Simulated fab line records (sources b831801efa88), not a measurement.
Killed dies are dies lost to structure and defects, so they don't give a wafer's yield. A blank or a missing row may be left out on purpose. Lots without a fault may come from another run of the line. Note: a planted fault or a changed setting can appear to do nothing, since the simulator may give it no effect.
What tool caused it? | flow sky130 | 11 lots with 33 wafers sampled at 5 steps, on a route of 708 steps

WHAT THE GAUGES SHOWED, per wafer
SKY_METAL3_OVL_MEAS_14.
lot  | measured     | on         | METAL3_OVL (nm)
L202 | day 38 13:13 | overlay-01 | -3 -7 -7
L203 | day 39 06:16 | overlay-02 | -5 -6 -1
L208 | day 40 18:08 | overlay-01 | -11 -8 1
L209 | day 41 05:58 | overlay-02 | 2 7 0
L212 | day 42 00:13 | overlay-02 | -1 -1 -11
L213 | day 42 00:50 | overlay-02 | 12 6 10
L214 | day 42 11:15 | overlay-01 | 1 2 3
L215 | day 42 16:05 | overlay-01 | -2 1 2
L220 | day 44 03:09 | overlay-01 | -7 3 -2
L221 | day 44 05:18 | overlay-02 | -3 1 0
L225 | day 45 16:02 | overlay-02 | 1 -3 -6

SKY_VIA3_THK_MEAS_01.
lot  | measured     | on            | VIA3_HDPCVD_THK (nm)
L202 | day 38 14:20 | film_metro-01 | 1620 1626 1621
L203 | day 39 07:26 | film_metro-02 | 1623 1628 1609
L208 | day 40 19:35 | film_metro-01 | 1623 1623 1618
L209 | day 41 07:05 | film_metro-01 | 1628 1622 1614
L212 | day 42 01:28 | film_metro-01 | 1624 1624 1617
L213 | day 42 02:25 | film_metro-01 | 1535 1550 1542
L214 | day 42 12:25 | film_metro-01 | 1618 1634 1632
L215 | day 42 17:16 | film_metro-03 | 1545 1528 1534
L220 | day 44 04:20 | film_metro-01 | 1628 1642 1637
L221 | day 44 06:26 | film_metro-02 | 1655 1648 1640
L225 | day 45 17:09 | film_metro-02 | 1625 1629 1622

WHICH TOOL RAN EACH LOT (tool, then ch and the chambers of the sampled wafers, then the start)
lot  | SKY_CAPM_STRIP_14                    | SKY_METAL3_STRIP_19                  | SKY_VIA3_HDPCVD_00
L202 | plasma_asher-03 ch 0,1, day 37 10:38 | plasma_asher-01 ch 0,1, day 38 13:34 | hdpcvd-02 ch 0,1,2, day 38 14:10
L203 | plasma_asher-03 ch 0,1, day 38 04:44 | plasma_asher-04 ch 0,1, day 39 06:37 | hdpcvd-01 ch 0,1,2, day 39 07:15
L208 | plasma_asher-03 ch 0, day 39 16:40   | plasma_asher-01 ch 0,1, day 40 18:29 | hdpcvd-02 ch 0,1,2, day 40 19:25
L209 | plasma_asher-02 ch 0,1, day 40 05:44 | plasma_asher-04 ch 0,1, day 41 06:19 | hdpcvd-01 ch 1,2, day 41 06:55
L212 | plasma_asher-04 ch 0,1, day 40 23:10 | plasma_asher-04 ch 0,1, day 42 00:38 | hdpcvd-01 ch 1,2, day 42 01:16
L213 | plasma_asher-02 ch 0,1, day 40 23:33 | plasma_asher-01 ch 0,1, day 42 01:15 | hdpcvd-01 ch 0,1,2, day 42 02:14
L214 | plasma_asher-04 ch 0,1, day 41 10:50 | plasma_asher-04 ch 0,1, day 42 11:40 | hdpcvd-02 ch 0,1,2, day 42 12:15
L215 | plasma_asher-02 ch 0,1, day 41 16:03 | plasma_asher-02 ch 0,1, day 42 16:30 | hdpcvd-01 ch 0,1, day 42 17:05
L220 | plasma_asher-04 ch 0,1, day 43 03:20 | plasma_asher-04 ch 1, day 44 03:34   | hdpcvd-02 ch 0,2, day 44 04:10
L221 | plasma_asher-02 ch 0,1, day 43 05:59 | plasma_asher-04 ch 0,1, day 44 05:40 | hdpcvd-02 ch 0,2, day 44 06:16
L225 | plasma_asher-04 ch 0,1, day 44 17:53 | plasma_asher-04 ch 0,1, day 45 16:23 | hdpcvd-01 ch 1,2, day 45 16:59
- SKY_CAPM_STRIP_14: strips in O2/N2.
- SKY_METAL3_STRIP_19: strips in O2/N2.
- SKY_VIA3_HDPCVD_00: deposits SiO2, target thk 1635 nm, time 272.5 s.

AS READ BY THE TOOLS THEMSELVES (means over the sampled wafers that have a number; for cases with no such wafer, the mark the record gives instead)
SKY_CAPM_STRIP_14.
lot  | tool            | drypump_motor_current_A (A) | oes_product_au (a.u.) | strip_time_to_endpoint_s (s)
L202 | plasma_asher-03 | 5.4                         | 0.707                 | 12.67
L203 | plasma_asher-03 | 5.4                         | 0.708                 | 12.63
L208 | plasma_asher-03 | 4.9                         | 0.709                 | 12.64
L209 | plasma_asher-02 | 5.3                         | 0.711                 | 12.65
L212 | plasma_asher-04 | 5.3                         | 0.710                 | 12.63
L213 | plasma_asher-02 | 5.6                         | 0.708                 | 12.61
L214 | plasma_asher-04 | 5.7                         | 0.707                 | 12.65
L215 | plasma_asher-02 | 5.3                         | 0.709                 | 12.69
L220 | plasma_asher-04 | 5.7                         | 0.704                 | 12.79
L221 | plasma_asher-02 | 5.3                         | 0.707                 | 12.63
L225 | plasma_asher-04 | 5.3                         | 0.711                 | 12.67

SKY_METAL3_STRIP_19.
lot  | tool            | drypump_motor_current_A (A) | oes_product_au (a.u.) | strip_time_to_endpoint_s (s)
L202 | plasma_asher-01 | 5.7                         | 0.499                 | 6.46
L203 | plasma_asher-04 | 5.7                         | 0.506                 | 6.54
L208 | plasma_asher-01 | 5.7                         | 0.501                 | 6.55
L209 | plasma_asher-04 | 5.3                         | 0.502                 | 6.55
L212 | plasma_asher-04 | 5.3                         | 0.503                 | 6.51
L213 | plasma_asher-01 | 5.6                         | 0.505                 | 6.53
L214 | plasma_asher-04 | 5.3                         | 0.501                 | 6.46
L215 | plasma_asher-02 | 5.6                         | 0.503                 | 6.58
L220 | plasma_asher-04 | 4.8                         | 0.505                 | 6.56
L221 | plasma_asher-04 | 5.3                         | 0.504                 | 6.53
L225 | plasma_asher-04 | 5.7                         | 0.503                 | 6.56

SKY_VIA3_HDPCVD_00.
lot  | tool      | run_length_s (s)
L202 | hdpcvd-02 | 300.1
L203 | hdpcvd-01 | 300.7
L208 | hdpcvd-02 | 299.8
L209 | hdpcvd-01 | 300.6
L212 | hdpcvd-01 | 300.9
L213 | hdpcvd-01 | 287.5
L214 | hdpcvd-02 | 300.2
L215 | hdpcvd-01 | 287.8
L220 | hdpcvd-02 | 299.9
L221 | hdpcvd-02 | 300.6
L225 | hdpcvd-01 | 301.0

THE ANSWER, worked out from the rows above alone
Rule: usual is defined by the lots themselves. Put in order of their means at a reading, lots are off if they are a third of the lots or fewer, leave a main group of 4 or more, and stand apart from it by a gap of 3 or more times the standard deviation of the main group's means; of several such gaps the widest counts. The tables above print the reading to a certain number of digits; a main group whose means all agree to those digits is not used. A lot without any number at a reading at which 4 lots or more have one is off too. All remaining lots with rows at the step are treated as sound. Order of review: gauges by route order, followed by the tools' own readings, for which a lot's mean as printed above is used. At the first step where some lot is off, the reading lying furthest off is the one used; lots without a number count as furthest.
Off: L213, L215, at SKY_VIA3_THK_MEAS_01 (VIA3_HDPCVD_THK). Mean 1627 nm and standard deviation 8.6 in the main group.
A tool fits if, at a process step before that reading, it ran every lot that is off, and no sound lot after the first of them. The gauges at SKY_VIA3_THK_MEAS_01 aren't tried: what is off there is off at SKY_VIA3_HDPCVD_00 too, on other tools, and a gauge's error can't cause that. No candidate that was tried fits.

WHAT WAS PUT IN BY THE SIMULATOR
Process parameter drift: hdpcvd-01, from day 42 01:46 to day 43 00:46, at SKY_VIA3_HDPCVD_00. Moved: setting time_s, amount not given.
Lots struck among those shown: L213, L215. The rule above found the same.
